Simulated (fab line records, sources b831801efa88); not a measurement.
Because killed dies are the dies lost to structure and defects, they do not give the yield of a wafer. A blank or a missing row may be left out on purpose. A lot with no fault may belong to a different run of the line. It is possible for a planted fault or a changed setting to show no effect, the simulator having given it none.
What tool caused it? :: flow sky130 :: 12 lots, 36 wafers sampled, at 4 steps of a route of 708

## WHAT THE GAUGES READ, wafer by wafer
SKY_SD_P_TW_MEAS_11. Usual: for SD_P_TW the level is 2838 and the standard deviation is 24.
lot: L646
measured: day 25 22:50
on: filmMetro-01
SD_P_TW: 2853 2851 2865
flag: 

lot: L648
measured: day 26 16:20
on: filmMetro-01
SD_P_TW: 2864 2860 2861
flag: 

lot: L649
measured: day 26 22:50
on: filmMetro-01
SD_P_TW: 2858 2875 2853
flag: 

lot: L650
measured: day 27 12:43
on: filmMetro-01
SD_P_TW: 2845 2844 2838
flag: 

lot: L651
measured: day 28 01:17
on: filmMetro-03
SD_P_TW: 2821 2825 2845
flag: 

lot: L652
measured: day 28 11:05
on: filmMetro-01
SD_P_TW: 2879 2877 2874
flag: 

lot: L657
measured: day 29 23:07
on: filmMetro-03
SD_P_TW: 2816 2804 2821
flag: 

lot: L662
measured: day 31 16:29
on: filmMetro-02
SD_P_TW: 2837 2828 2793
flag: 

lot: L663
measured: day 32 01:31
on: filmMetro-01
SD_P_TW: 2869 2852 2857
flag: 

lot: L665
measured: day 32 14:49
on: filmMetro-03
SD_P_TW: 2848 2831 2825
flag: 

lot: L667
measured: day 33 08:40
on: filmMetro-01
SD_P_TW: 2862 2890 2872
flag: 

lot: L668
measured: day 33 12:31
on: filmMetro-03
SD_P_TW: 2822 2805 2802
flag: 

SKY_SD_N_TW_MEAS_12. Usual: for SD_N_TW the level is 3989 and the standard deviation is 35.
lot: L646
measured: day 28 09:26
on: filmMetro-03
SD_N_TW: 3988 3995 4006
flag: 

lot: L648
measured: day 29 02:56
on: filmMetro-03
SD_N_TW: 4006 3989 3994
flag: 

lot: L649
measured: day 29 10:17
on: filmMetro-02
SD_N_TW: 3969 3960 3967
flag: 

lot: L650
measured: day 29 23:34
on: filmMetro-02
SD_N_TW: 3977 3991 3989
flag: 

lot: L651
measured: day 30 15:29
on: filmMetro-02
SD_N_TW: 3946 3938 3950
flag: 

lot: L652
measured: day 30 20:53
on: filmMetro-03
SD_N_TW: 3964 3992 4015
flag: 

lot: L657
measured: day 32 06:46
on: filmMetro-01
SD_N_TW: 4039 4037 4032
flag: 

lot: L662
measured: day 33 23:43
on: filmMetro-01
SD_N_TW: 4026 4042 4045
flag: 

lot: L663
measured: day 34 08:16
on: filmMetro-03
SD_N_TW: 3921 3928 3938
flag: 

lot: L665
measured: day 34 20:37
on: filmMetro-03
SD_N_TW: 3968 3966 3953
flag: 

lot: L667
measured: day 35 14:49
on: filmMetro-02
SD_N_TW: 3983 3991 3979
flag: 

lot: L668
measured: day 35 17:59
on: filmMetro-02
SD_N_TW: 3984 3983 3956
flag: 

SKY_LI_CONTACT_CD_MEAS_12: the cd target is 170 nm. Usual: cdNm at 170.0 nm, with a standard deviation of 1.3.
lot: L646
measured: day 29 15:29
on: cdSem-01
cdNm (nm): 171.8 170.7 171.8
flag: 

lot: L648
measured: day 30 08:45
on: cdSem-01
cdNm (nm): 169.1 169.1 169.4
flag: 

lot: L649
measured: day 30 15:11
on: cdSem-01
cdNm (nm): 171.0 170.0 171.0
flag: 

lot: L650
measured: day 31 03:22
on: cdSem-02
cdNm (nm): 169.1 169.9 168.1
flag: 

lot: L651
measured: day 31 20:48
on: cdSem-02
cdNm (nm): 169.2 170.3 169.3
flag: 

lot: L652
measured: day 32 02:14
on: cdSem-02
cdNm (nm): 135.7 136.7 136.8 135.7 136.2 136.5
flag: OFF

lot: L657
measured: day 33 11:01
on: cdSem-01
cdNm (nm): 167.7 168.2 168.3
flag: 

lot: L662
measured: day 35 03:02
on: cdSem-02
cdNm (nm): 169.5 169.8 169.8
flag: 

lot: L663
measured: day 35 11:31
on: cdSem-02
cdNm (nm): 169.2 169.6 167.9
flag: 

lot: L665
measured: day 35 23:55
on: cdSem-01
cdNm (nm): 171.9 171.5 171.3
flag: 

lot: L667
measured: day 36 17:52
on: cdSem-01
cdNm (nm): 170.2 170.4 170.9
flag: 

lot: L668
measured: day 36 21:28
on: cdSem-01
cdNm (nm): 172.3 173.2 174.2
flag: 

## WHICH TOOL RAN EACH LOT (tool, then ch and the chambers of the sampled wafers, then the start)
lot: L646
SKY_LI_CONTACT_EXPOSE_09: krfScanner-01 ch 0, day 29 01:23

lot: L648
SKY_LI_CONTACT_EXPOSE_09: krfScanner-01 ch 0, day 29 19:01

lot: L649
SKY_LI_CONTACT_EXPOSE_09: krfScanner-01 ch 0, day 30 01:50

lot: L650
SKY_LI_CONTACT_EXPOSE_09: krfScanner-02 ch 0, day 30 14:26

lot: L651
SKY_LI_CONTACT_EXPOSE_09: krfScanner-02 ch 0, day 31 05:57

lot: L652
SKY_LI_CONTACT_EXPOSE_09: krfScanner-02 ch 0, day 31 11:59

lot: L657
SKY_LI_CONTACT_EXPOSE_09: krfScanner-02 ch 0, day 32 22:05

lot: L662
SKY_LI_CONTACT_EXPOSE_09: krfScanner-02 ch 0, day 34 14:08

lot: L663
SKY_LI_CONTACT_EXPOSE_09: krfScanner-02 ch 0, day 34 22:37

lot: L665
SKY_LI_CONTACT_EXPOSE_09: krfScanner-02 ch 0, day 35 11:22

lot: L667
SKY_LI_CONTACT_EXPOSE_09: krfScanner-02 ch 0, day 36 04:28

lot: L668
SKY_LI_CONTACT_EXPOSE_09: krfScanner-02 ch 0, day 36 08:22
- SKY_LI_CONTACT_EXPOSE_09: exposes mask LICM1, target cd 170 nm.

## WHAT THE TOOLS THEMSELVES READ (means of the sampled wafers that have a number; where no wafer has one, the mark that the record gives instead)
SKY_LI_CONTACT_EXPOSE_09. Usual: stageVelMmS 500.07 mm/s, standard deviation 0.23.
lot: L646
tool: krfScanner-01
stageVelMmS (mm/s): 500.02
flag: 

lot: L648
tool: krfScanner-01
stageVelMmS (mm/s): 499.88
flag: 

lot: L649
tool: krfScanner-01
stageVelMmS (mm/s): 500.22
flag: 

lot: L650
tool: krfScanner-02
stageVelMmS (mm/s): 500.17
flag: 

lot: L651
tool: krfScanner-02
stageVelMmS (mm/s): 499.75
flag: 

lot: L652
tool: krfScanner-02
stageVelMmS (mm/s): 500.26
flag: 

lot: L657
tool: krfScanner-02
stageVelMmS (mm/s): 500.09
flag: 

lot: L662
tool: krfScanner-02
stageVelMmS (mm/s): 500.28
flag: 

lot: L663
tool: krfScanner-02
stageVelMmS (mm/s): 500.07
flag: 

lot: L665
tool: krfScanner-02
stageVelMmS (mm/s): 500.06
flag: 

lot: L667
tool: krfScanner-02
stageVelMmS (mm/s): 500.00
flag: 

lot: L668
tool: krfScanner-02
stageVelMmS (mm/s): 500.07
flag: 

## THE ANSWER, worked out from the rows above alone
Rule: a lot is off if the mean of its wafers that have a number lies more than 3 standard deviations from the usual mean. Also off: a lot with no number at a reading for which 4 or more lots have one. All remaining lots with rows at the step are treated as sound. After the gauges, taken in route order, come the tools' own readings; for these a lot's mean is taken, as printed above. At the first step where some lot is off, the reading lying furthest off is the one used; lots without a number count as furthest.
Off: L652, at SKY_LI_CONTACT_CD_MEAS_12 (cdNm).
A tool fits if, at a process step before that reading, it ran every lot that is off, and no sound lot after the first of them. The gauges at SKY_LI_CONTACT_CD_MEAS_12 are tried like those tools. No candidate that was tried fits.

## WHAT HAD BEEN PUT IN BY THE SIMULATOR
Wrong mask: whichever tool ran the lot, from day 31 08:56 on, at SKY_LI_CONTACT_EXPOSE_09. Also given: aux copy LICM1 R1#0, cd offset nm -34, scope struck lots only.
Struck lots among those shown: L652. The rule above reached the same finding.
